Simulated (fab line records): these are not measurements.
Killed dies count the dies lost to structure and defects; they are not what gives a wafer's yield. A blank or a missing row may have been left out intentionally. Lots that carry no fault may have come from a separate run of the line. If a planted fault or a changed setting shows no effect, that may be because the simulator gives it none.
Comparing a struck lot with a sound one -- flow sfq_line -- 14 out of 325 route steps
Sound: wafers L263.1, L263.3, L263.5. Struck: wafers L272.2, L272.4, L272.5. The cause is named last.
Each step with rows lists, per side, the tool, then ch with its chambers, then its first start. Under that, the readings that differ: sound wafers -- struck wafers -- difference of the means -- sigmas: that difference in standard deviations of wafers without a fault.
alike: readings with means less than 2 such deviations apart, plus words and numbers identical on both sides. not compared: withheld readings, readings lacking a value on some wafer, bounds such as >300 that could conceal the same value, and numbers that have no deviation in the record and whose values overlap.
Wherever a step has rows on one side only, a row that says differs or no value, or a row with sigmas, the two part there. Numbers that don't overlap but have no deviation are shown without sigmas and don't part them. A reading missing from all wafers of one side parts the sides only when that side holds two or more wafers.

first, 2 steps without rows for these wafers: SFQ_TRILAYER_L0_VIA_STRIP_SOLV_CLEAN_018 (cleans in NMP, time 600 s); SFQ_TRILAYER_M0_DEP_PRE_CLEAN_020 (time 15 s).
SFQ_TRILAYER_M0_DEP_SPUTTER_019: material Nb, target thk 200 nm, time 133.3 s.
  sound: pvd_sputter-05 at day 5 11:23; struck: pvd_sputter-06 at day 10 10:47
  alike: throttle_valve_pct
SFQ_M0_RS_MEAS_904: uses a four-point probe to measure.
  sound: film_metro-02 at day 5 11:28; struck: film_metro-03 at day 10 10:54
  alike: M0_NB_RS
then, 6 steps without rows for these wafers: SFQ_TRILAYER_M0_LITHO_COAT_026 (resist thk 62 nm); SFQ_TRILAYER_M0_LITHO_COAT_021 (resist thk 600 nm); SFQ_TRILAYER_M0_LITHO_SOFTBAKE_025; SFQ_TRILAYER_M0_LITHO_EXPOSE_022 (exposes mask M0, target cd 500 nm); SFQ_TRILAYER_M0_LITHO_PEB_024 (peb time 60 s); SFQ_TRILAYER_M0_LITHO_DEVELOP_023 (time 60 s).
-- the record jumps here: 5 days lie between the struck wafers' starts before and after --
SFQ_M0_OVL_MEAS_906:
  sound: overlay-01 at day 8 13:40; struck: overlay-01 at day 15 08:49
  alike: M0_OVL
SFQ_TRILAYER_M0_BARC_OPEN_METAL_ETCH_031: etches BARC in O2, target depth 125 nm, time 41.7 s.
  sound on rie_metal-02 ch 0,1, day 8 13:41; struck on rie_metal-02 ch 1, day 15 08:50
reading,sound,struck,difference,sigmas
oes_product_au (a.u.),0.681 0.683 0.679,0.810 0.822 0.820,+0.136,+30
run_length_s (s),70.1 69.9 69.7,60.6 60.4 60.6,-9.4,-13
time_s (s),41.7 41.7 41.7,29.19 29.19 29.19,-12.51,
model.KrF_of_TRILAYER_M0_LITHO_COAT_021.thk_nm (nm),522.1 524.9 524.4,537.7 537.6 537.3,+13.7,
  alike: drypump_motor_current_A
  not compared: rf_hours_counter_h
SFQ_TRILAYER_M0_ETCH_METAL_ETCH_024: etches Nb in Cl2/Ar, stops on SiO2, target depth 240 nm, time 120 s.
  sound on rie_metal-02 ch 0,1, day 8 13:45; struck on rie_metal-02 ch 1, day 15 08:54
reading,sound,struck,difference,sigmas
model.KrF_of_TRILAYER_M0_LITHO_COAT_021.thk_nm (nm),381.2 387.5 383.1,397.8 398.2 399.4,+14.5,
  alike: drypump_motor_current_A, oes_product_au, run_length_s, time_s
  not compared: rf_hours_counter_h
SFQ_TRILAYER_M0_STRIP_STRIP_025: strips in O2.
  sound on rie_metal-02 ch 0,1, day 8 13:53; struck on rie_metal-02 ch 1, day 15 09:01
  alike: drypump_motor_current_A, oes_product_au
  not compared: rf_hours_counter_h

## WHERE THEY PART
At SFQ_TRILAYER_M0_BARC_OPEN_METAL_ETCH_031 and nowhere else, as far as this record goes. Later steps at which nothing parts them and some readings are alike: SFQ_TRILAYER_M0_ETCH_METAL_ETCH_024, SFQ_TRILAYER_M0_STRIP_STRIP_025.

WHY: what the simulator had put in
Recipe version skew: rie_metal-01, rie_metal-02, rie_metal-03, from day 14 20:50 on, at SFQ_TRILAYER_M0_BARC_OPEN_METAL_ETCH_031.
